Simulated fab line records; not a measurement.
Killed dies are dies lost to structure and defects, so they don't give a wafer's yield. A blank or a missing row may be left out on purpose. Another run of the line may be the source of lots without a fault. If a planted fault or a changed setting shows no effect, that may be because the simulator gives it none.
Commonality check across tools :: flow gf180mcu :: Sampled: 12 lots, 36 wafers

## THE REASON FOR OPENING IT
Of 12 lots, 2 have the reading V4_CVD_00_THK flagged at GF_V4_THK_MEAS_01. No-fault wafers: 599 nm, standard deviation 7.3.
Rule: a lot gets a flag if all its wafers with a number sit over 4 standard deviations from that mean, or if no wafer of it has a number. The rest of the lots are taken to be sound.

lot: L813
measured: day 23 22:01
on: film_metro-01
V4_CVD_00_THK (nm), wafer by wafer: 596 601 603
flag: 

lot: L817
measured: day 25 07:35
on: film_metro-04
V4_CVD_00_THK (nm), wafer by wafer: 612 605 605
flag: 

lot: L818
measured: day 25 13:15
on: film_metro-04
V4_CVD_00_THK (nm), wafer by wafer: 594 603 595
flag: 

lot: L819
measured: day 26 06:54
on: film_metro-02
V4_CVD_00_THK (nm), wafer by wafer: 607 595 603
flag: 

lot: L820
measured: day 26 10:40
on: film_metro-02
V4_CVD_00_THK (nm), wafer by wafer: 605 591 611
flag: 

lot: L822
measured: day 26 22:37
on: film_metro-04
V4_CVD_00_THK (nm), wafer by wafer: 516 504 508
flag: FLAGGED

lot: L825
measured: day 27 22:25
on: film_metro-02
V4_CVD_00_THK (nm), wafer by wafer: 518 516 513
flag: FLAGGED

lot: L826
measured: day 28 07:38
on: film_metro-04
V4_CVD_00_THK (nm), wafer by wafer: 602 603 598
flag: 

lot: L829
measured: day 29 13:27
on: film_metro-02
V4_CVD_00_THK (nm), wafer by wafer: 594 605 588
flag: 

lot: L831
measured: day 29 18:53
on: film_metro-04
V4_CVD_00_THK (nm), wafer by wafer: 607 592 602
flag: 

lot: L833
measured: day 30 14:06
on: film_metro-04
V4_CVD_00_THK (nm), wafer by wafer: 592 596 585
flag: 

lot: L835
measured: day 30 19:07
on: film_metro-04
V4_CVD_00_THK (nm), wafer by wafer: 586 588 594
flag: 
On average the flagged lots' numbers are 512 nm, which is -86 nm against the usual, or -12 standard deviations.

## TOOL THAT RAN EACH LOT
2 process steps preceding the reading are held in the record, out of 602 steps in the route. In each cell: the tool, then ch and the chambers that the sampled wafers went through, then the start.
lot: L813
flag: 
GF_M4_STRIP_17: plasma_asher-02 ch 0,1, day 23 21:24
GF_V4_CVD_00: hdpcvd-02 ch 0,2, day 23 21:56

lot: L817
flag: 
GF_M4_STRIP_17: plasma_asher-02 ch 0,1, day 25 06:58
GF_V4_CVD_00: hdpcvd-02 ch 0,1,2, day 25 07:31

lot: L818
flag: 
GF_M4_STRIP_17: plasma_asher-01 ch 0,1, day 25 12:38
GF_V4_CVD_00: hdpcvd-02 ch 0,1,2, day 25 13:11

lot: L819
flag: 
GF_M4_STRIP_17: plasma_asher-03 ch 0,1, day 26 06:17
GF_V4_CVD_00: hdpcvd-01 ch 0,1, day 26 06:50

lot: L820
flag: 
GF_M4_STRIP_17: plasma_asher-03 ch 0,1, day 26 10:04
GF_V4_CVD_00: hdpcvd-01 ch 0,1,2, day 26 10:35

lot: L822
flag: FLAGGED
GF_M4_STRIP_17: plasma_asher-03 ch 0,1, day 26 22:02
GF_V4_CVD_00: hdpcvd-01 ch 0,1,2, day 26 22:32

lot: L825
flag: FLAGGED
GF_M4_STRIP_17: plasma_asher-03 ch 0,1, day 27 21:44
GF_V4_CVD_00: hdpcvd-01 ch 1,2, day 27 22:16

lot: L826
flag: 
GF_M4_STRIP_17: plasma_asher-01 ch 0,1, day 28 07:01
GF_V4_CVD_00: hdpcvd-02 ch 0,1,2, day 28 07:33

lot: L829
flag: 
GF_M4_STRIP_17: plasma_asher-03 ch 0,1, day 29 12:49
GF_V4_CVD_00: hdpcvd-02 ch 0,1,2, day 29 13:22

lot: L831
flag: 
GF_M4_STRIP_17: plasma_asher-02 ch 0,1, day 29 18:17
GF_V4_CVD_00: hdpcvd-02 ch 0,1, day 29 18:49

lot: L833
flag: 
GF_M4_STRIP_17: plasma_asher-01 ch 0,1, day 30 13:26
GF_V4_CVD_00: hdpcvd-02 ch 0,1, day 30 14:01

lot: L835
flag: 
GF_M4_STRIP_17: plasma_asher-01 ch 0,1, day 30 18:32
GF_V4_CVD_00: hdpcvd-02 ch 0,1,2, day 30 19:02
What the steps here do:
- GF_M4_STRIP_17: strips in O2/N2.
- GF_V4_CVD_00: deposits SiO2, target thk 600 nm, time 100 s.
- GF_V4_THK_MEAS_01

## FLAGGED OVER TOTAL, TOOL BY TOOL (the gauges that took the reading come last)
step: GF_M4_STRIP_17
tool: plasma_asher-01
lots run: 4
flagged: 0
share of the flagged lots: none
sound lots run after its first flagged lot: -

step: GF_M4_STRIP_17
tool: plasma_asher-02
lots run: 3
flagged: 0
share of the flagged lots: none
sound lots run after its first flagged lot: -

step: GF_M4_STRIP_17
tool: plasma_asher-03
lots run: 5
flagged: 2
share of the flagged lots: all
sound lots run after its first flagged lot: 1 (L829)

step: GF_V4_CVD_00
tool: hdpcvd-01
lots run: 4
flagged: 2
share of the flagged lots: all
sound lots run after its first flagged lot: 0

step: GF_V4_CVD_00
tool: hdpcvd-02
lots run: 8
flagged: 0
share of the flagged lots: none
sound lots run after its first flagged lot: -

step: GF_V4_THK_MEAS_01
tool: film_metro-01
lots run: 1
flagged: 0
share of the flagged lots: none
sound lots run after its first flagged lot: -

step: GF_V4_THK_MEAS_01
tool: film_metro-02
lots run: 4
flagged: 1
share of the flagged lots: some
sound lots run after its first flagged lot: 1 (L829)

step: GF_V4_THK_MEAS_01
tool: film_metro-04
lots run: 7
flagged: 1
share of the flagged lots: some
sound lots run after its first flagged lot: 4 (L826,L831,L833,L835)

## WHAT THE TABLE PERMITS
Rows of the table that ran all the flagged lots, 2 in number: plasma_asher-03 at GF_M4_STRIP_17; hdpcvd-01 at GF_V4_CVD_00.
- plasma_asher-03 at GF_M4_STRIP_17: 2 of its 5 lots flagged. Sound lots followed the first flagged one (L829) on it, something a lasting fault affecting the whole tool could not allow.
- hdpcvd-01 at GF_V4_CVD_00: 2 of its 4 lots flagged. Last sound lot L820 at day 26 10:35, first flagged lot L822 at day 26 22:32; a fault beginning in between fits. Its own readings (sih4_flow_sccm) fall more than 4 standard deviations out on all wafers of the flagged lots.
Just one tool remains: hdpcvd-01 at GF_V4_CVD_00.

## WHAT THE SIMULATOR HAD INSERTED
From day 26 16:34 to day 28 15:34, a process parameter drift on hdpcvd-01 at GF_V4_CVD_00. From 60, the setting sih4_flow_sccm moved by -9. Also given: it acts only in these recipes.
Shown lots that were struck: L822, L825. The same result came from the rule above.
